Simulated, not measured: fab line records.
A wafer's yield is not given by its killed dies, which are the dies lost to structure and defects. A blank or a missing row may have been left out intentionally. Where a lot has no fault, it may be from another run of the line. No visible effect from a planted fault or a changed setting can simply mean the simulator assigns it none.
fab line records :: flow sky130
[record]
  lots = 15
  wafers = 45
  last_day = 50
route steps=708 shown VIA3@575 METAL4@598 CAP2M@603
lots untouched by any fault: they come from a run of this same line in which no faults occurred
start_h: hours from the record's opening day to when the first of the lot's shown wafers began :: wait_h: hours elapsed since this lot's preceding step :: " as in the row above :: L1.1+2: a single row standing in for several wafers :: - no value, or no start given :: * or withheld: withheld :: < > ~ a bound
route shown NAME@n: a module of which the file shows steps, and the number in the route of the first :: usual: mean and standard deviation over wafers with no fault :: same: alike in all rows :: chamber/n: place in a boat :: sites: readings site by site :: _std_site: standard deviation of those values :: _edge_site: outer sites' mean less inner sites' :: radius_mm: for every site, how far away it sits from the centre of the wafer :: mask NAME#n: copy n :: behind: tool/chamber where the wafer was last shaped :: hold: why the lot went on hold/how many hours it stayed there/how the hold came to an end :: device: names the non-switching transistor (n, p or np) :: end of line: tests of these same wafers at the route's end :: a step with no rows: only its recipe :: killed: not the wafer's yield, but the dies lost to structure and defects at the first sort :: map: a wafer's dies, x killed, . not, _ none there
set.NAME: the setting the step ran with; set.NAME@STEP: the setting that earlier step ran with :: model.NAME: the simulator's own value behind a step, which no gauge read
the route's steps for a sample of lots (tables are steps, rows are wafers)
services: when a tool's chamber went out of use (start_h, in hours from the record's first day, below 0 if earlier), for how many hours, and the reason
[[steps]]
[step SKY_VIA3_CMP_02]
[recipe]
  material = SiO2
  down_force_psi = 4
  platen_rpm = 60
  pad_velocity_m_s = 0.94248
[usual]
  motor_current_A = 11.5/1.1
lot.wafer: L130.3
tool: cmp-02
chamber: 1
start_h: 914.56
wait_h: 0.1
motor_current_A: 11.6

lot.wafer: L130.2
tool: cmp-02
chamber: 3
start_h: 914.56
wait_h: 0.1
motor_current_A: 11.1

lot.wafer: L130.5
tool: cmp-02
chamber: 0
start_h: 914.56
wait_h: 0.1
motor_current_A: 9.9

lot.wafer: L131.3
tool: cmp-02
chamber: 2
start_h: 918.10
wait_h: 0.1
motor_current_A: 12.6

lot.wafer: L131.2
tool: cmp-02
chamber: 3
start_h: 918.10
wait_h: 0.1
motor_current_A: 11.4

lot.wafer: L131.1
tool: cmp-02
chamber: 0
start_h: 918.10
wait_h: 0.1
motor_current_A: 10.4

lot.wafer: L132.2
tool: cmp-02
chamber: 1
start_h: 920.27
wait_h: 0.0
motor_current_A: 11.4

lot.wafer: L132.4
tool: cmp-02
chamber: 3
start_h: 920.27
wait_h: 0.0
motor_current_A: 11.7

lot.wafer: L132.3
tool: cmp-02
chamber: 0
start_h: 920.27
wait_h: 0.0
motor_current_A: 10.4

lot.wafer: L135.2
tool: cmp-02
chamber: 0
start_h: 947.60
wait_h: 0.1
motor_current_A: 10.2

lot.wafer: L135.1
tool: cmp-02
chamber: 1
start_h: 947.60
wait_h: 0.1
motor_current_A: 11.4

lot.wafer: L135.5
tool: cmp-02
chamber: 3
start_h: 947.60
wait_h: 0.1
motor_current_A: 11.3

lot.wafer: L138.3
tool: cmp-02
chamber: 3
start_h: 960.06
wait_h: 0.0
motor_current_A: 11.2

lot.wafer: L138.6
tool: cmp-02
chamber: 3
start_h: 960.06
wait_h: 0.0
motor_current_A: 11.4

lot.wafer: L138.5
tool: cmp-02
chamber: 0
start_h: 960.06
wait_h: 0.0
motor_current_A: 10.2

lot.wafer: L139.1
tool: cmp-02
chamber: 2
start_h: 969.41
wait_h: 0.1
motor_current_A: 13.1

lot.wafer: L139.2
tool: cmp-02
chamber: 3
start_h: 969.41
wait_h: 0.1
motor_current_A: 11.3

lot.wafer: L139.6
tool: cmp-02
chamber: 1
start_h: 969.41
wait_h: 0.1
motor_current_A: 11.7

lot.wafer: L140.2
tool: cmp-01
chamber: 0
start_h: 978.56
wait_h: 0.0
motor_current_A: 10.7

lot.wafer: L140.4
tool: cmp-01
chamber: 2
start_h: 978.56
wait_h: 0.0
motor_current_A: 10.1

lot.wafer: L140.1
tool: cmp-01
chamber: 3
start_h: 978.56
wait_h: 0.0
motor_current_A: 13.1

lot.wafer: L141.1
tool: cmp-02
chamber: 3
start_h: 990.26
wait_h: 0.1
motor_current_A: 11.2

lot.wafer: L141.2
tool: cmp-02
chamber: 0
start_h: 990.26
wait_h: 0.1
motor_current_A: 10.5

lot.wafer: L141.6
tool: cmp-02
chamber: 3
start_h: 990.26
wait_h: 0.1
motor_current_A: 12.1

lot.wafer: L142.4
tool: cmp-01
chamber: 0
start_h: 994.61
wait_h: 0.0
motor_current_A: 10.5

lot.wafer: L142.3
tool: cmp-01
chamber: 2
start_h: 994.61
wait_h: 0.0
motor_current_A: 10.8

lot.wafer: L142.5
tool: cmp-01
chamber: 0
start_h: 994.61
wait_h: 0.0
motor_current_A: 10.6

lot.wafer: L143.3
tool: cmp-02
chamber: 1
start_h: 999.94
wait_h: 0.1
motor_current_A: 11.5

lot.wafer: L143.1
tool: cmp-02
chamber: 3
start_h: 999.94
wait_h: 0.1
motor_current_A: 12.1

lot.wafer: L143.5
tool: cmp-02
chamber: 1
start_h: 999.94
wait_h: 0.1
motor_current_A: 11.3

lot.wafer: L148.3
tool: cmp-02
chamber: 0
start_h: 1031.36
wait_h: 0.0
motor_current_A: 10.6

lot.wafer: L148.2
tool: cmp-02
chamber: 1
start_h: 1031.36
wait_h: 0.0
motor_current_A: 12.0

lot.wafer: L148.5
tool: cmp-02
chamber: 1
start_h: 1031.36
wait_h: 0.0
motor_current_A: 12.1

lot.wafer: L149.4
tool: cmp-02
chamber: 1
start_h: 1039.68
wait_h: 0.1
motor_current_A: 10.8

lot.wafer: L149.5
tool: cmp-02
chamber: 0
start_h: 1039.68
wait_h: 0.1
motor_current_A: 10.4

lot.wafer: L149.6
tool: cmp-02
chamber: 1
start_h: 1039.68
wait_h: 0.1
motor_current_A: 11.7

lot.wafer: L150.4
tool: cmp-01
chamber: 1
start_h: 1041.95
wait_h: 0.6
motor_current_A: 13.4

lot.wafer: L150.2
tool: cmp-01
chamber: 2
start_h: 1041.95
wait_h: 0.6
motor_current_A: 11.1

lot.wafer: L150.6
tool: cmp-01
chamber: 1
start_h: 1041.95
wait_h: 0.6
motor_current_A: 12.6

lot.wafer: L152.1
tool: cmp-01
chamber: 3
start_h: 1049.32
wait_h: 0.1
motor_current_A: 13.3

lot.wafer: L152.3
tool: cmp-01
chamber: 0
start_h: 1049.32
wait_h: 0.1
motor_current_A: 9.9

lot.wafer: L152.5
tool: cmp-01
chamber: 0
start_h: 1049.32
wait_h: 0.1
motor_current_A: 10.6

lot.wafer: L153.2
tool: cmp-02
chamber: 2
start_h: 1060.07
wait_h: 0.1
motor_current_A: 12.4

lot.wafer: L153.1
tool: cmp-02
chamber: 3
start_h: 1060.07
wait_h: 0.1
motor_current_A: 11.5

lot.wafer: L153.6
tool: cmp-02
chamber: 1
start_h: 1060.07
wait_h: 0.1
motor_current_A: 11.7
[step SKY_METAL4_SPUTTER_00]
[recipe]
  material = Ti
  target_thk_nm = 15
  power_w = 3000
  time_s = 10
  chamber_pressure_pa = 0.4
[usual]
  throttle_valve_pct = 30.7/0.8
[same]
  time_s = 10
lot.wafer: L130.2
tool: pvd_sputter-01
chamber: -
start_h: 940.59
wait_h: 0.2
throttle_valve_pct: 31.9

lot.wafer: L130.3
tool: pvd_sputter-01
chamber: -
start_h: 940.59
wait_h: 0.2
throttle_valve_pct: 31.2

lot.wafer: L130.5
tool: pvd_sputter-01
chamber: -
start_h: 940.59
wait_h: 0.2
throttle_valve_pct: 31.9

lot.wafer: L131.1
tool: pvd_sputter-01
chamber: -
start_h: 945.03
wait_h: 0.2
throttle_valve_pct: 31.1

lot.wafer: L131.2
tool: pvd_sputter-01
chamber: -
start_h: 945.03
wait_h: 0.2
throttle_valve_pct: 30.9

lot.wafer: L131.3
tool: pvd_sputter-01
chamber: -
start_h: 945.03
wait_h: 0.2
throttle_valve_pct: 30.8

lot.wafer: L132.2
tool: pvd_sputter-03
chamber: -
start_h: 946.64
wait_h: 0.2
throttle_valve_pct: 30.7

lot.wafer: L132.3
tool: pvd_sputter-03
chamber: -
start_h: 946.64
wait_h: 0.2
throttle_valve_pct: 29.9

lot.wafer: L132.4
tool: pvd_sputter-03
chamber: -
start_h: 946.64
wait_h: 0.2
throttle_valve_pct: 30.5

lot.wafer: L135.1
tool: pvd_sputter-03
chamber: -
start_h: 973.20
wait_h: 0.2
throttle_valve_pct: 30.0

lot.wafer: L135.2
tool: pvd_sputter-03
chamber: -
start_h: 973.20
wait_h: 0.2
throttle_valve_pct: 30.5

lot.wafer: L135.5
tool: pvd_sputter-03
chamber: -
start_h: 973.20
wait_h: 0.2
throttle_valve_pct: 30.6

lot.wafer: L138.3
tool: pvd_sputter-03
chamber: -
start_h: 985.48
wait_h: 0.2
throttle_valve_pct: 30.4

lot.wafer: L138.5
tool: pvd_sputter-03
chamber: -
start_h: 985.48
wait_h: 0.2
throttle_valve_pct: 30.4

lot.wafer: L138.6
tool: pvd_sputter-03
chamber: -
start_h: 985.48
wait_h: 0.2
throttle_valve_pct: 29.4

lot.wafer: L139.1
tool: pvd_sputter-03
chamber: -
start_h: 994.97
wait_h: 0.1
throttle_valve_pct: 30.7

lot.wafer: L139.2
tool: pvd_sputter-03
chamber: -
start_h: 994.97
wait_h: 0.1
throttle_valve_pct: 29.8

lot.wafer: L139.6
tool: pvd_sputter-03
chamber: -
start_h: 994.97
wait_h: 0.1
throttle_valve_pct: 29.8

lot.wafer: L140.1
tool: pvd_sputter-03
chamber: -
start_h: 1003.86
wait_h: 0.2
throttle_valve_pct: 30.0

lot.wafer: L140.2
tool: pvd_sputter-03
chamber: -
start_h: 1003.86
wait_h: 0.2
throttle_valve_pct: 29.3

lot.wafer: L140.4
tool: pvd_sputter-03
chamber: -
start_h: 1003.86
wait_h: 0.2
throttle_valve_pct: 30.4

lot.wafer: L141.1
tool: pvd_sputter-01
chamber: -
start_h: 1015.07
wait_h: 0.2
throttle_valve_pct: 30.5

lot.wafer: L141.2
tool: pvd_sputter-01
chamber: -
start_h: 1015.07
wait_h: 0.2
throttle_valve_pct: 30.9

lot.wafer: L141.6
tool: pvd_sputter-01
chamber: -
start_h: 1015.07
wait_h: 0.2
throttle_valve_pct: 31.1

lot.wafer: L142.3
tool: pvd_sputter-04
chamber: -
start_h: 1019.10
wait_h: 0.2
throttle_valve_pct: 29.4

lot.wafer: L142.4
tool: pvd_sputter-04
chamber: -
start_h: 1019.10
wait_h: 0.2
throttle_valve_pct: 31.4

lot.wafer: L142.5
tool: pvd_sputter-04
chamber: -
start_h: 1019.10
wait_h: 0.2
throttle_valve_pct: 29.5

lot.wafer: L143.1
tool: pvd_sputter-04
chamber: -
start_h: 1025.15
wait_h: 0.1
throttle_valve_pct: 29.6

lot.wafer: L143.3
tool: pvd_sputter-04
chamber: -
start_h: 1025.15
wait_h: 0.1
throttle_valve_pct: 31.6

lot.wafer: L143.5
tool: pvd_sputter-04
chamber: -
start_h: 1025.15
wait_h: 0.1
throttle_valve_pct: 29.3

lot.wafer: L148.2
tool: pvd_sputter-04
chamber: -
start_h: 1055.22
wait_h: 0.2
throttle_valve_pct: 31.5

lot.wafer: L148.3
tool: pvd_sputter-04
chamber: -
start_h: 1055.22
wait_h: 0.2
throttle_valve_pct: 32.3

lot.wafer: L148.5
tool: pvd_sputter-04
chamber: -
start_h: 1055.22
wait_h: 0.2
throttle_valve_pct: 29.2

lot.wafer: L149.4
tool: pvd_sputter-04
chamber: -
start_h: 1063.83
wait_h: 0.1
throttle_valve_pct: 31.0

lot.wafer: L149.5
tool: pvd_sputter-04
chamber: -
start_h: 1063.83
wait_h: 0.1
throttle_valve_pct: 29.3

lot.wafer: L149.6
tool: pvd_sputter-04
chamber: -
start_h: 1063.83
wait_h: 0.1
throttle_valve_pct: 31.5

lot.wafer: L150.2
tool: pvd_sputter-01
chamber: -
start_h: 1065.43
wait_h: 0.2
throttle_valve_pct: 30.5

lot.wafer: L150.4
tool: pvd_sputter-01
chamber: -
start_h: 1065.43
wait_h: 0.2
throttle_valve_pct: 30.6

lot.wafer: L150.6
tool: pvd_sputter-01
chamber: -
start_h: 1065.43
wait_h: 0.2
throttle_valve_pct: 31.0

lot.wafer: L152.1
tool: pvd_sputter-01
chamber: -
start_h: 1073.39
wait_h: 0.1
throttle_valve_pct: 30.9

lot.wafer: L152.3
tool: pvd_sputter-01
chamber: -
start_h: 1073.39
wait_h: 0.1
throttle_valve_pct: 32.0

lot.wafer: L152.5
tool: pvd_sputter-01
chamber: -
start_h: 1073.39
wait_h: 0.1
throttle_valve_pct: 30.6

lot.wafer: L153.1
tool: pvd_sputter-03
chamber: -
start_h: 1083.09
wait_h: 0.2
throttle_valve_pct: 30.4

lot.wafer: L153.2
tool: pvd_sputter-03
chamber: -
start_h: 1083.09
wait_h: 0.2
throttle_valve_pct: 29.4

lot.wafer: L153.6
tool: pvd_sputter-03
chamber: -
start_h: 1083.09
wait_h: 0.2
throttle_valve_pct: 30.7
[step SKY_CAP2M_CVD_00]
[recipe]
  material = SiO2
  target_thk_nm = 15.5
  temp_c = 400
  time_s = withheld
  rf_w = 450
[usual]
  heater_power_outer_w = 402/74
  heater_power_w = 688/95
lot.wafer: L130.2
tool: pecvd-01
chamber: 2
start_h: 940.75
wait_h: 0.0
heater_power_outer_w: 533
heater_power_w: 822

lot.wafer: L130.3
tool: pecvd-01
chamber: 0
start_h: 940.75
wait_h: 0.0
heater_power_outer_w: 410
heater_power_w: 745

lot.wafer: L130.5
tool: pecvd-01
chamber: 2
start_h: 940.75
wait_h: 0.0
heater_power_outer_w: 400
heater_power_w: 632

lot.wafer: L131.1
tool: pecvd-04
chamber: 0
start_h: 945.18
wait_h: 0.0
heater_power_outer_w: 478
heater_power_w: 781

lot.wafer: L131.2
tool: pecvd-04
chamber: 2
start_h: 945.18
wait_h: 0.0
heater_power_outer_w: 410
heater_power_w: 622

lot.wafer: L131.3
tool: pecvd-04
chamber: 1
start_h: 945.18
wait_h: 0.0
heater_power_outer_w: 458
heater_power_w: 684

lot.wafer: L132.2
tool: pecvd-01
chamber: 1
start_h: 946.80
wait_h: 0.0
heater_power_outer_w: 293
heater_power_w: 538

lot.wafer: L132.3
tool: pecvd-01
chamber: 2
start_h: 946.80
wait_h: 0.0
heater_power_outer_w: 516
heater_power_w: 805

lot.wafer: L132.4
tool: pecvd-01
chamber: 2
start_h: 946.80
wait_h: 0.0
heater_power_outer_w: 529
heater_power_w: 792

lot.wafer: L135.1
tool: pecvd-01
chamber: 1
start_h: 973.35
wait_h: 0.0
heater_power_outer_w: 267
heater_power_w: 511

lot.wafer: L135.2
tool: pecvd-01
chamber: 2
start_h: 973.35
wait_h: 0.0
heater_power_outer_w: 410
heater_power_w: 649

lot.wafer: L135.5
tool: pecvd-01
chamber: 2
start_h: 973.35
wait_h: 0.0
heater_power_outer_w: 415
heater_power_w: 657

lot.wafer: L138.3
tool: pecvd-01
chamber: 2
start_h: 985.63
wait_h: 0.0
heater_power_outer_w: 526
heater_power_w: 810

lot.wafer: L138.5
tool: pecvd-01
chamber: 0
start_h: 985.63
wait_h: 0.0
heater_power_outer_w: 397
heater_power_w: 742

lot.wafer: L138.6
tool: pecvd-01
chamber: 1
start_h: 985.63
wait_h: 0.0
heater_power_outer_w: 241
heater_power_w: 471

lot.wafer: L139.1
tool: pecvd-02
chamber: 2
start_h: 995.13
wait_h: 0.0
heater_power_outer_w: 453
heater_power_w: 742

lot.wafer: L139.2
tool: pecvd-02
chamber: 1
start_h: 995.13
wait_h: 0.0
heater_power_outer_w: 325
heater_power_w: 700

lot.wafer: L139.6
tool: pecvd-02
chamber: 1
start_h: 995.13
wait_h: 0.0
heater_power_outer_w: 327
heater_power_w: 678

lot.wafer: L140.1
tool: pecvd-01
chamber: 2
start_h: 1004.02
wait_h: 0.0
heater_power_outer_w: 463
heater_power_w: 724

lot.wafer: L140.2
tool: pecvd-01
chamber: 1
start_h: 1004.02
wait_h: 0.0
heater_power_outer_w: 296
heater_power_w: 526

lot.wafer: L140.4
tool: pecvd-01
chamber: 1
start_h: 1004.02
wait_h: 0.0
heater_power_outer_w: 298
heater_power_w: 526

lot.wafer: L141.1
tool: pecvd-02
chamber: 1
start_h: 1015.22
wait_h: 0.0
heater_power_outer_w: 369
heater_power_w: 739

lot.wafer: L141.2
tool: pecvd-02
chamber: 2
start_h: 1015.22
wait_h: 0.0
heater_power_outer_w: 410
heater_power_w: 704

lot.wafer: L141.6
tool: pecvd-02
chamber: 0
start_h: 1015.22
wait_h: 0.0
heater_power_outer_w: 418
heater_power_w: 708

lot.wafer: L142.3
tool: pecvd-02
chamber: 2
start_h: 1019.25
wait_h: 0.0
heater_power_outer_w: 452
heater_power_w: 755

lot.wafer: L142.4
tool: pecvd-02
chamber: 1
start_h: 1019.25
wait_h: 0.0
heater_power_outer_w: 391
heater_power_w: 792

lot.wafer: L142.5
tool: pecvd-02
chamber: 2
start_h: 1019.25
wait_h: 0.0
heater_power_outer_w: 450
heater_power_w: 756

lot.wafer: L143.1
tool: pecvd-04
chamber: 2
start_h: 1025.30
wait_h: 0.0
heater_power_outer_w: 334
heater_power_w: 529

lot.wafer: L143.3
tool: pecvd-04
chamber: 1
start_h: 1025.30
wait_h: 0.0
heater_power_outer_w: 507
heater_power_w: 815

lot.wafer: L143.5
tool: pecvd-04
chamber: 1
start_h: 1025.30
wait_h: 0.0
heater_power_outer_w: 491
heater_power_w: 793

lot.wafer: L148.2
tool: pecvd-02
chamber: 1
start_h: 1055.37
wait_h: 0.0
heater_power_outer_w: -
heater_power_w: -

lot.wafer: L148.3
tool: pecvd-02
chamber: 0
start_h: 1055.37
wait_h: 0.0
heater_power_outer_w: -
heater_power_w: -

lot.wafer: L148.5
tool: pecvd-02
chamber: 0
start_h: 1055.37
wait_h: 0.0
heater_power_outer_w: -
heater_power_w: -

lot.wafer: L149.4
tool: pecvd-02
chamber: 2
start_h: 1064.00
wait_h: 0.0
heater_power_outer_w: -
heater_power_w: -

lot.wafer: L149.5
tool: pecvd-02
chamber: 0
start_h: 1064.00
wait_h: 0.0
heater_power_outer_w: -
heater_power_w: -

lot.wafer: L149.6
tool: pecvd-02
chamber: 1
start_h: 1064.00
wait_h: 0.0
heater_power_outer_w: -
heater_power_w: -

lot.wafer: L150.2
tool: pecvd-01
chamber: 1
start_h: 1065.59
wait_h: 0.0
heater_power_outer_w: -
heater_power_w: -

lot.wafer: L150.4
tool: pecvd-01
chamber: 2
start_h: 1065.59
wait_h: 0.0
heater_power_outer_w: -
heater_power_w: -

lot.wafer: L150.6
tool: pecvd-01
chamber: 1
start_h: 1065.59
wait_h: 0.0
heater_power_outer_w: -
heater_power_w: -

lot.wafer: L152.1
tool: pecvd-04
chamber: 2
start_h: 1073.54
wait_h: 0.0
heater_power_outer_w: 416
heater_power_w: 649

lot.wafer: L152.3
tool: pecvd-04
chamber: 0
start_h: 1073.54
wait_h: 0.0
heater_power_outer_w: 385
heater_power_w: 649

lot.wafer: L152.5
tool: pecvd-04
chamber: 2
start_h: 1073.54
wait_h: 0.0
heater_power_outer_w: 418
heater_power_w: 642

lot.wafer: L153.1
tool: pecvd-02
chamber: 1
start_h: 1083.24
wait_h: 0.0
heater_power_outer_w: 375
heater_power_w: 755

lot.wafer: L153.2
tool: pecvd-02
chamber: 0
start_h: 1083.24
wait_h: 0.0
heater_power_outer_w: 410
heater_power_w: 717

lot.wafer: L153.6
tool: pecvd-02
chamber: 0
start_h: 1083.24
wait_h: 0.0
heater_power_outer_w: 426
heater_power_w: 726
[step SKY_CAP2M_OVL_MEAS_12]
[usual]
  CAP2M_OVL = -0.6/1
lot.wafer: L130.2
tool: overlay-01
chamber: -
start_h: 964.84
wait_h: 0.1
CAP2M_OVL[nm]: -1.2

lot.wafer: L130.3
tool: overlay-01
chamber: -
start_h: 964.84
wait_h: 0.1
CAP2M_OVL[nm]: -0.3

lot.wafer: L130.5
tool: overlay-01
chamber: -
start_h: 964.84
wait_h: 0.1
CAP2M_OVL[nm]: -0.9

lot.wafer: L131.1
tool: overlay-01
chamber: -
start_h: 969.72
wait_h: 0.1
CAP2M_OVL[nm]: 0.4

lot.wafer: L131.2
tool: overlay-01
chamber: -
start_h: 969.72
wait_h: 0.1
CAP2M_OVL[nm]: 0.2

lot.wafer: L131.3
tool: overlay-01
chamber: -
start_h: 969.72
wait_h: 0.1
CAP2M_OVL[nm]: -0.3

lot.wafer: L132.2
tool: overlay-01
chamber: -
start_h: 970.62
wait_h: 0.1
CAP2M_OVL[nm]: -0.3

lot.wafer: L132.3
tool: overlay-01
chamber: -
start_h: 970.62
wait_h: 0.1
CAP2M_OVL[nm]: -0.8

lot.wafer: L132.4
tool: overlay-01
chamber: -
start_h: 970.62
wait_h: 0.1
CAP2M_OVL[nm]: 0.0

lot.wafer: L135.1
tool: overlay-02
chamber: -
start_h: 996.48
wait_h: 0.1
CAP2M_OVL[nm]: 0.3

lot.wafer: L135.2
tool: overlay-02
chamber: -
start_h: 996.48
wait_h: 0.1
CAP2M_OVL[nm]: -1.3

lot.wafer: L135.5
tool: overlay-02
chamber: -
start_h: 996.48
wait_h: 0.1
CAP2M_OVL[nm]: -0.1

lot.wafer: L138.3
tool: overlay-02
chamber: -
start_h: 1008.57
wait_h: 0.1
CAP2M_OVL[nm]: 0.8

lot.wafer: L138.5
tool: overlay-02
chamber: -
start_h: 1008.57
wait_h: 0.1
CAP2M_OVL[nm]: -0.8

lot.wafer: L138.6
tool: overlay-02
chamber: -
start_h: 1008.57
wait_h: 0.1
CAP2M_OVL[nm]: -0.7

lot.wafer: L139.1
tool: overlay-01
chamber: -
start_h: 1018.23
wait_h: 0.1
CAP2M_OVL[nm]: 0.9

lot.wafer: L139.2
tool: overlay-01
chamber: -
start_h: 1018.23
wait_h: 0.1
CAP2M_OVL[nm]: 1.2

lot.wafer: L139.6
tool: overlay-01
chamber: -
start_h: 1018.23
wait_h: 0.1
CAP2M_OVL[nm]: 1.0

lot.wafer: L140.1
tool: overlay-02
chamber: -
start_h: 1026.40
wait_h: 0.1
CAP2M_OVL[nm]: -0.8

lot.wafer: L140.2
tool: overlay-02
chamber: -
start_h: 1026.40
wait_h: 0.1
CAP2M_OVL[nm]: -0.8

lot.wafer: L140.4
tool: overlay-02
chamber: -
start_h: 1026.40
wait_h: 0.1
CAP2M_OVL[nm]: -1.1

lot.wafer: L141.1
tool: overlay-02
chamber: -
start_h: 1037.67
wait_h: 0.1
CAP2M_OVL[nm]: 0.5

lot.wafer: L141.2
tool: overlay-02
chamber: -
start_h: 1037.67
wait_h: 0.1
CAP2M_OVL[nm]: -0.7

lot.wafer: L141.6
tool: overlay-02
chamber: -
start_h: 1037.67
wait_h: 0.1
CAP2M_OVL[nm]: -0.4

lot.wafer: L142.3
tool: overlay-01
chamber: -
start_h: 1041.72
wait_h: 0.1
CAP2M_OVL[nm]: -0.4

lot.wafer: L142.4
tool: overlay-01
chamber: -
start_h: 1041.72
wait_h: 0.1
CAP2M_OVL[nm]: -0.7

lot.wafer: L142.5
tool: overlay-01
chamber: -
start_h: 1041.72
wait_h: 0.1
CAP2M_OVL[nm]: -1.4

lot.wafer: L143.1
tool: overlay-02
chamber: -
start_h: 1047.87
wait_h: 0.1
CAP2M_OVL[nm]: -0.3

lot.wafer: L143.3
tool: overlay-02
chamber: -
start_h: 1047.87
wait_h: 0.1
CAP2M_OVL[nm]: 0.1

lot.wafer: L143.5
tool: overlay-02
chamber: -
start_h: 1047.87
wait_h: 0.1
CAP2M_OVL[nm]: -0.9

lot.wafer: L148.2
tool: overlay-01
chamber: -
start_h: 1076.56
wait_h: 0.1
CAP2M_OVL[nm]: -0.4

lot.wafer: L148.3
tool: overlay-01
chamber: -
start_h: 1076.56
wait_h: 0.1
CAP2M_OVL[nm]: -0.7

lot.wafer: L148.5
tool: overlay-01
chamber: -
start_h: 1076.56
wait_h: 0.1
CAP2M_OVL[nm]: -1.1

lot.wafer: L149.4
tool: overlay-01
chamber: -
start_h: 1084.27
wait_h: 0.1
CAP2M_OVL[nm]: -0.5

lot.wafer: L149.5
tool: overlay-01
chamber: -
start_h: 1084.27
wait_h: 0.1
CAP2M_OVL[nm]: -0.9

lot.wafer: L149.6
tool: overlay-01
chamber: -
start_h: 1084.27
wait_h: 0.1
CAP2M_OVL[nm]: 0.8

lot.wafer: L150.2
tool: overlay-01
chamber: -
start_h: 1087.08
wait_h: 0.1
CAP2M_OVL[nm]: -1.7

lot.wafer: L150.4
tool: overlay-01
chamber: -
start_h: 1087.08
wait_h: 0.1
CAP2M_OVL[nm]: -1.4

lot.wafer: L150.6
tool: overlay-01
chamber: -
start_h: 1087.08
wait_h: 0.1
CAP2M_OVL[nm]: -1.8

lot.wafer: L152.1
tool: overlay-02
chamber: -
start_h: 1094.13
wait_h: 0.1
CAP2M_OVL[nm]: -0.7

lot.wafer: L152.3
tool: overlay-02
chamber: -
start_h: 1094.13
wait_h: 0.1
CAP2M_OVL[nm]: -1.5

lot.wafer: L152.5
tool: overlay-02
chamber: -
start_h: 1094.13
wait_h: 0.1
CAP2M_OVL[nm]: -2.1

lot.wafer: L153.1
tool: overlay-02
chamber: -
start_h: 1103.13
wait_h: 0.1
CAP2M_OVL[nm]: -0.2

lot.wafer: L153.2
tool: overlay-02
chamber: -
start_h: 1103.13
wait_h: 0.1
CAP2M_OVL[nm]: -0.7

lot.wafer: L153.6
tool: overlay-02
chamber: -
start_h: 1103.13
wait_h: 0.1
CAP2M_OVL[nm]: -0.5
[[services]]
tool: pvd_sputter-03
chamber: -
start_h: 894.75
hours: 8.1
kind: repair

tool: pvd_sputter-04
chamber: -
start_h: 902.64
hours: 3.2
kind: repair

tool: pecvd-01
chamber: 0
start_h: 902.75
hours: 5.5
kind: scheduled_down

tool: pecvd-02
chamber: 2
start_h: 907.27
hours: 5.3
kind: repair

tool: pvd_sputter-01
chamber: -
start_h: 908.89
hours: 2.0
kind: repair

tool: cmp-01
chamber: -
start_h: 912.00
hours: 4.0
kind: pm

tool: cmp-01
chamber: -
start_h: 916.00
hours: -
kind: consumable_replace:conditioner

tool: cmp-01
chamber: -
start_h: 916.00
hours: -
kind: consumable_replace:pad

tool: cmp-02
chamber: -
start_h: 931.77
hours: 1.3
kind: repair

tool: pecvd-02
chamber: -
start_h: 947.34
hours: 14.6
kind: pm

tool: cmp-02
chamber: -
start_h: 954.67
hours: 0.9
kind: repair

tool: pecvd-02
chamber: -
start_h: 961.94
hours: 2.8
kind: pm

tool: pecvd-02
chamber: 2
start_h: 988.33
hours: 5.5
kind: scheduled_down

tool: pecvd-01
chamber: 0
start_h: 995.17
hours: 16.5
kind: scheduled_down

tool: cmp-02
chamber: -
start_h: 1004.01
hours: 5.1
kind: pm

tool: pecvd-04
chamber: 1
start_h: 1006.11
hours: 6.4
kind: repair

tool: cmp-02
chamber: -
start_h: 1028.41
hours: 0.8
kind: repair

tool: pecvd-01
chamber: 1
start_h: 1033.51
hours: 10.9
kind: repair

tool: cmp-01
chamber: -
start_h: 1034.17
hours: 7.4
kind: repair

tool: pvd_sputter-04
chamber: -
start_h: 1035.10
hours: 1.0
kind: repair

tool: pecvd-02
chamber: 0
start_h: 1036.82
hours: 2.1
kind: scheduled_down

tool: pecvd-02
chamber: -
start_h: 1044.34
hours: 0.9
kind: repair

tool: cmp-01
chamber: -
start_h: 1067.83
hours: 1.2
kind: repair

tool: pecvd-01
chamber: 0
start_h: 1073.20
hours: 6.7
kind: repair
[[key]]
[first_sign]
  step = SKY_CAP2M_CVD_00
  reading = tool_record
  direction = missing
effect none on later readings
met_at SKY_CAP2M_CVD_00
struck_lots L148,L149,L150
later_rows_left_out L148.2,L148.3,L148.5,L149.4,L149.5,L149.6,L150.2,L150.4,L150.6
sort_left_out L148.2,L148.3,L148.5,L149.4,L149.5,L149.6,L150.2,L150.4,L150.6
not_acting_at SKY_VIA3_CMP_02,SKY_METAL4_SPUTTER_00,SKY_CAP2M_OVL_MEAS_12
onset_between 1019.25 1055.37
[fault]
  kind = skipped_step_whole
  tool = pecvd-01,pecvd-02
  chamber = -
  onset_h = 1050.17
  steps = SKY_CAP2M_CVD_00
  scope = struck_lots_only
// sort_left_out: the simulated sort isn't trusted on such a fault, so these wafers' sort isn't shown, and their yield isn't known
// later_rows_left_out: the simulator's readings of these wafers behind a module that went badly wrong aren't trusted and aren't shown, but for the sort
